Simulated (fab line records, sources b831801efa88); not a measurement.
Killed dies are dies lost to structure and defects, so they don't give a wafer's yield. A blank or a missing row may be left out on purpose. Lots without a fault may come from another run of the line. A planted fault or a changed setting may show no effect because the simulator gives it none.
fab line records | flow sky130
record lots=12 wafers=36 last_day=50
route steps=708 shown VT_ADJUST_HVTP@93 VT_ADJUST_NCORE@123 VT_ADJUST_HVTR@142 PAD_OPEN@708
lots that met no fault: from a run of the same line without faults
start_h: hours from the record's first day to the start of the lot's first wafer shown | wait_h: hours since the lot's step before | " the same as in the row above | L1.1+2: a row that stands for several wafers | - no value, or no start given | * or withheld: withheld | < > ~ a bound
route shown NAME@n: a module of which the file shows steps, and the number in the route of the first | usual: mean/standard deviation of fault-free wafers | same: alike in all rows | chamber/n: place in a boat | sites: the reading at each site | _std_site: their standard deviation | _edge_site: outer sites' mean less inner sites' | radius_mm: how far each site lies from the wafer's centre | mask NAME#n: copy n | behind: the tool/chamber that last shaped the wafer | hold: why the lot was held/for how many hours/how that ended | device: the transistor (n, p or np) that didn't switch | end of line: the same wafers' tests at the end of the route | a step without rows: its recipe alone | killed: dies lost to structure and defects at the first sort, not the wafer's yield | map: a wafer's dies, x killed, . not, _ none there
set.NAME: the setting as run; set.NAME@STEP: as run at that earlier step | model.NAME: the simulator's own value behind a step, which no gauge read
steps of the route over a sample of lots; a table a step, a row a wafer
services: from which hour (start_h, from the record's first day; less than 0 if before it) a tool's chamber was out of use, for how many hours, and why
## steps
# step SKY_VT_ADJUST_HVTP_OVL_MEAS_08
# usual VT_ADJUST_HVTP_OVL=-0.7/1.4
# columns lot.wafer tool chamber start_h wait_h VT_ADJUST_HVTP_OVL[nm]
L928.1 overlay-01 - 132.55 0.1 2.5
L928.4 " - " " 1.3
L928.5 " - " " -0.4
L931.1 overlay-01 - 145.70 0.1 -3.0
L931.4 " - " " -2.3
L931.6 " - " " -0.1
L933.3 overlay-02 - 157.31 0.1 0.2
L933.5 " - " " -2.2
L933.6 " - " " -0.4
L934.1 overlay-01 - 165.08 0.1 -3.9
L934.3 " - " " -1.7
L934.5 " - " " -3.3
L936.1 overlay-01 - 176.50 0.1 -1.5
L936.2 " - " " -1.9
L936.6 " - " " -1.8
L937.1 overlay-01 - 185.95 0.1 0.1
L937.3 " - " " 0.2
L937.6 " - " " -1.8
L942.2 overlay-02 - 220.01 0.1 -0.2
L942.4 " - " " -1.0
L942.6 " - " " -1.7
L944.1 overlay-01 - 227.70 0.1 -0.8
L944.2 " - " " -2.8
L944.5 " - " " -0.9
L945.1 overlay-02 - 232.90 0.1 2.6
L945.3 " - " " 2.4
L945.6 " - " " 1.3
L948.4 overlay-01 - 251.47 0.1 -1.9
L948.5 " - " " -1.9
L948.6 " - " " 0.0
L949.1 overlay-01 - 258.40 0.1 -0.4
L949.2 " - " " 0.3
L949.3 " - " " 3.1
L950.3 overlay-02 - 267.65 0.1 -0.1
L950.5 " - " " 0.4
L950.6 " - " " 0.6
# step SKY_VT_ADJUST_HVTP_STRIP_10
# recipe chemistry=O2/N2 power_w=1400 pressure_mtorr=1438 platen_temp_c=withheld o2_flow_sccm=3000 n2_flow_sccm=300 overash_fraction=0.5
# usual chamber_pressure_mTorr=1438.2/1.3 drypump_motor_current_A=5.9/0.53 oes_product_au=0.710/0.0052 strip_time_to_endpoint_s=14.36/0.041
# same overash_fraction=0.5
# columns lot.wafer tool chamber start_h wait_h chamber_pressure_mTorr drypump_motor_current_A oes_product_au rf_hours_counter_h strip_time_to_endpoint_s
L928.1 plasma_asher-02 1 132.74 0.1 1438.4 5.5 0.711 45 14.41
L928.4 " 1 " " 1436.4 5.5 0.698 - 14.39
L928.5 " 1 " " 1439.0 5.5 0.722 - 14.39
L931.1 plasma_asher-01 1 145.89 0.1 1438.2 6.4 0.708 3 14.35
L931.4 " 1 " " 1439.7 6.4 0.718 - 14.37
L931.6 " 0 " " 1436.2 5.4 0.711 - 14.37
L933.3 plasma_asher-02 1 157.52 0.1 1437.2 5.6 0.701 - 14.32
L933.5 " 0 " " 1438.1 6.8 0.715 - 14.38
L933.6 " 1 " " 1436.9 5.5 0.709 - 14.35
L934.1 plasma_asher-02 1 165.27 0.1 1437.8 5.5 0.721 49 14.32
L934.3 " 1 " " 1437.5 5.5 0.723 - 14.32
L934.5 " 0 " " 1435.4 6.8 0.712 - 14.28
L936.1 plasma_asher-02 1 176.69 0.1 1437.2 5.5 0.705 50 14.30
L936.2 " 0 " " 1436.9 6.8 0.708 50 14.36
L936.6 " 1 " " 1439.0 5.5 0.717 - 14.32
L937.1 plasma_asher-01 1 186.14 0.1 1438.2 6.4 0.709 7 14.43
L937.3 " 1 " " 1438.0 6.4 0.709 - 14.40
L937.6 " 0 " " 1437.3 5.4 0.707 - 14.42
L942.2 plasma_asher-03 1 220.19 0.1 1438.0 5.6 0.710 52 14.41
L942.4 " 0 " " 1439.9 5.8 0.709 - 14.41
L942.6 " 1 " " 1439.1 5.5 0.702 - 14.42
L944.1 plasma_asher-01 0 227.89 0.1 1441.0 5.4 0.712 11 14.39
L944.2 " 1 " " 1436.5 6.4 0.703 11 14.38
L944.5 " 0 " " 1437.2 5.4 0.714 - 14.36
L945.1 plasma_asher-02 0 233.09 0.1 1438.9 6.7 0.706 54 14.38
L945.3 " 0 " " 1436.9 6.8 0.709 - 14.40
L945.6 " 1 " " 1440.2 5.5 0.710 - 14.39
L948.4 plasma_asher-03 1 251.67 0.1 1438.4 5.6 0.703 - 14.29
L948.5 " 0 " " 1438.2 5.7 0.705 - 14.36
L948.6 " 1 " " 1439.1 5.6 0.714 - 14.32
L949.1 plasma_asher-03 1 258.59 0.1 1439.6 5.5 0.706 56 14.35
L949.2 " 0 " " 1435.5 5.8 0.711 56 14.37
L949.3 " 0 " " 1437.8 5.8 0.716 - 14.33
L950.3 plasma_asher-03 1 267.85 0.1 1437.5 5.5 0.712 - 14.42
L950.5 " 1 " " 1439.3 5.6 0.707 - 14.45
L950.6 " 0 " " 1437.9 5.8 0.708 - 14.41
# step SKY_VT_ADJUST_NCORE_EXPOSE_04
# recipe mask_id=LVTN_COMPLEMENT_THIN na=0.6 source_shape=conventional sigma_outer=0.6 polarization=unpolarized target_cd_nm=380 dose_mj=139
# usual reticle_temp_C=22.99/0.1
# columns lot.wafer tool chamber start_h wait_h mask reticle_temp_C
L928.1 iline_stepper-01 0 183.98 - LVTN_COMPLEMENT_THIN#0 23.00
L928.4 " 0 " " LVTN_COMPLEMENT_THIN#0 23.01
L928.5 " 0 " " LVTN_COMPLEMENT_THIN#0 23.01
L931.1 iline_stepper-01 0 198.55 - LVTN_COMPLEMENT_THIN#0 23.06
L931.4 " 0 " " LVTN_COMPLEMENT_THIN#0 23.06
L931.6 " 0 " " LVTN_COMPLEMENT_THIN#0 23.06
L933.3 iline_stepper-02 0 209.92 - LVTN_COMPLEMENT_THIN#0 23.28
L933.5 " 0 " " LVTN_COMPLEMENT_THIN#0 23.05
L933.6 " 0 " " LVTN_COMPLEMENT_THIN#0 23.12
L934.1 iline_stepper-02 0 219.38 - LVTN_COMPLEMENT_THIN#0 22.97
L934.3 " 0 " " LVTN_COMPLEMENT_THIN#0 23.00
L934.5 " 0 " " LVTN_COMPLEMENT_THIN#0 23.03
L936.1 iline_stepper-01 0 231.41 - LVTN_COMPLEMENT_THIN#0 22.81
L936.2 " 0 " " LVTN_COMPLEMENT_THIN#0 22.75
L936.6 " 0 " " LVTN_COMPLEMENT_THIN#0 22.89
L937.1 iline_stepper-02 0 240.39 - LVTN_COMPLEMENT_THIN#0 23.01
L937.3 " 0 " " LVTN_COMPLEMENT_THIN#0 22.90
L937.6 " 0 " " LVTN_COMPLEMENT_THIN#0 23.01
L942.2 iline_stepper-01 0 279.55 - LVTN_COMPLEMENT_THIN#0 23.14
L942.4 " 0 " " LVTN_COMPLEMENT_THIN#0 23.00
L942.6 " 0 " " LVTN_COMPLEMENT_THIN#0 22.96
L944.1 iline_stepper-02 0 285.91 - LVTN_COMPLEMENT_THIN#0 22.96
L944.2 " 0 " " LVTN_COMPLEMENT_THIN#0 22.91
L944.5 " 0 " " LVTN_COMPLEMENT_THIN#0 22.99
L945.1 iline_stepper-02 0 293.03 - LVTN_COMPLEMENT_THIN#0 23.04
L945.3 " 0 " " LVTN_COMPLEMENT_THIN#0 22.96
L945.6 " 0 " " LVTN_COMPLEMENT_THIN#0 23.07
L948.4 iline_stepper-01 0 313.32 - LVTN_COMPLEMENT_THIN#0 23.07
L948.5 " 0 " " LVTN_COMPLEMENT_THIN#0 23.05
L948.6 " 0 " " LVTN_COMPLEMENT_THIN#0 22.97
L949.1 iline_stepper-01 0 321.63 - LVTN_COMPLEMENT_THIN#0 23.16
L949.2 " 0 " " LVTN_COMPLEMENT_THIN#0 22.92
L949.3 " 0 " " LVTN_COMPLEMENT_THIN#0 23.17
L950.3 iline_stepper-01 0 331.91 - LVTN_COMPLEMENT_THIN#0 23.06
L950.5 " 0 " " LVTN_COMPLEMENT_THIN#0 23.11
L950.6 " 0 " " LVTN_COMPLEMENT_THIN#0 22.94
# step SKY_VT_ADJUST_NCORE_CD_MEAS_07
# recipe target_cd_nm=380
# usual cd_nm=381.2/2.7
# columns lot.wafer tool chamber start_h wait_h cd_nm
L928.1 cd_sem-02 - 193.85 0.2 378.9
L928.4 " - " " 378.3
L928.5 " - " " 378.0
L931.1 cd_sem-01 - 208.63 0.1 386.0
L931.4 " - " " 383.7
L931.6 " - " " 385.7
L933.3 cd_sem-01 - 220.22 0.1 378.8
L933.5 " - " " 380.1
L933.6 " - " " 379.5
L934.1 cd_sem-01 - 230.62 0.1 382.4
L934.3 " - " " 384.9
L934.5 " - " " 380.6
L936.1 cd_sem-01 - 242.08 0.1 380.5
L936.2 " - " " 383.1
L936.6 " - " " 385.7
L937.1 cd_sem-01 - 251.08 0.1 379.8
L937.3 " - " " 382.6
L937.6 " - " " 382.5
L942.2 cd_sem-02 - 291.69 0.1 383.3
L942.4 " - " " 382.2
L942.6 " - " " 381.6
L944.1 cd_sem-01 - 297.52 0.1 380.6
L944.2 " - " " 356.0
L944.5 " - " " 379.9
L945.1 cd_sem-01 - 305.43 0.1 383.6
L945.3 " - " " 358.2
L945.6 " - " " 383.0
L948.4 cd_sem-01 - 326.08 0.1 384.6
L948.5 " - " " 383.1
L948.6 " - " " 385.8
L949.1 cd_sem-01 - 334.22 0.1 379.2
L949.2 " - " " 378.1
L949.3 " - " " 381.1
L950.3 cd_sem-02 - 345.01 0.1 385.7
L950.5 " - " " 383.3
L950.6 " - " " 385.4
# step SKY_VT_ADJUST_HVTR_TW_MEAS_11
# usual VT_ADJUST_HVTR_TW=210.8/1
# columns lot.wafer tool chamber start_h wait_h VT_ADJUST_HVTR_TW
L928.1 film_metro-02 - 215.49 0.1 209.7
L928.4 " - " " 210.7
L928.5 " - " " 208.9
L931.1 film_metro-03 - 231.93 0.1 209.4
L931.4 " - " " 209.8
L931.6 " - " " 209.7
L933.3 film_metro-03 - 242.89 0.1 211.9
L933.5 " - " " 210.3
L933.6 " - " " 211.0
L934.1 film_metro-02 - 252.69 0.1 210.1
L934.3 " - " " 209.1
L934.5 " - " " 209.4
L936.1 film_metro-02 - 266.67 0.1 210.6
L936.2 " - " " 209.5
L936.6 " - " " 210.8
L937.1 film_metro-03 - 276.07 0.1 210.6
L937.3 " - " " 210.6
L937.6 " - " " 210.0
L942.2 film_metro-03 - 317.29 0.1 213.1
L942.4 " - " " 213.0
L942.6 " - " " 210.9
L944.1 film_metro-04 - 323.83 0.1 211.4
L944.2 " - " " 211.5
L944.5 " - " " 211.9
L945.1 film_metro-04 - 331.59 0.1 213.6
L945.3 " - " " 212.7
L945.6 " - " " 212.3
L948.4 film_metro-02 - 354.47 0.1 210.5
L948.5 " - " " 210.6
L948.6 " - " " 210.9
L949.1 film_metro-04 - 361.67 0.1 212.9
L949.2 " - " " 212.2
L949.3 " - " " 212.4
L950.3 film_metro-04 - 373.56 0.1 211.2
L950.5 " - " " 211.6
L950.6 " - " " 211.5
# step SKY_PAD_OPEN_PROBE_99
# usual killed_at_M0_to_M3=43/6.8 killed_at_M4_up=3.3/1.8 killed_at_contacts=25/5.9 killed_at_front_end=16/4.2 killed_at_other=0.3/0.69 killed_dies=87/8.6 killed_open=48/6.3 killed_short=39/5.3
# same gross_dies=492 killed_at_back_side=0
# columns lot.wafer tool chamber start_h wait_h killed_at_M0_to_M3 killed_at_M4_up killed_at_contacts killed_at_front_end killed_at_other killed_dies killed_open killed_short
L945.3 prober-01 - 1185.25 0.2 29 3 16 19 0 67 33 33
# killed by level:class
L945.3 FIELD_ISO:geometric_particle:short=12 VIA1:geometric_particle:open=7 METAL1:geometric_particle:short=6 VIA2:geometric_particle:open=5 LI_CONTACT:geometric_particle:open=5 CONTACT:geometric_particle:open=5 FIELD_ISO:geometric_particle:open=4 METAL2:geometric_particle:short=4
## services
# columns tool chamber start_h hours kind
plasma_asher-01 - 108.75 9.0 pm
plasma_asher-01 0 108.75 9.0 vent_cycle
plasma_asher-01 1 108.75 9.0 vent_cycle
plasma_asher-01 0 117.75 - clean
plasma_asher-01 1 117.75 - clean
plasma_asher-01 - 141.60 0.9 repair
plasma_asher-03 - 161.09 15.6 pm
iline_stepper-02 - 161.41 1.7 pm
plasma_asher-02 - 178.47 14.5 pm
iline_stepper-02 - 193.98 4.4 pm
iline_stepper-02 0 208.26 - calibration
iline_stepper-01 - 209.15 1.7 pm
plasma_asher-01 - 253.36 1.3 repair
iline_stepper-01 - 254.39 8.0 repair
iline_stepper-01 0 292.90 - calibration
iline_stepper-02 - 308.74 5.4 repair
## key
first_sign step=SKY_VT_ADJUST_NCORE_CD_MEAS_07 reading=cd_nm direction=down sigmas=8.9 usual=381.2 struck=357.1
effect none on later readings
met_at SKY_VT_ADJUST_NCORE_EXPOSE_04
struck_lots L944,L945
struck_wafers L944.2,L945.3
tester_left_out L944,L945
not_acting_at SKY_VT_ADJUST_HVTP_OVL_MEAS_08,SKY_VT_ADJUST_HVTP_STRIP_10,SKY_VT_ADJUST_HVTR_TW_MEAS_11
onset_between 240.39 285.91
fault kind=process_parameter_drift tool=iline_stepper-02 chamber=- onset_h=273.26 steps=SKY_VT_ADJUST_NCORE_EXPOSE_04 channel=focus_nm offset=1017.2 shape=step end_h=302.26 scope=struck_wafers_only
# tester_left_out: of these lots the tester's yield and bins aren't shown, on N5 and GAA mostly nor the transistor test; their killed dies are dies lost to structure and defects alone, not to doping, threshold or leakage, so they don't give the yield
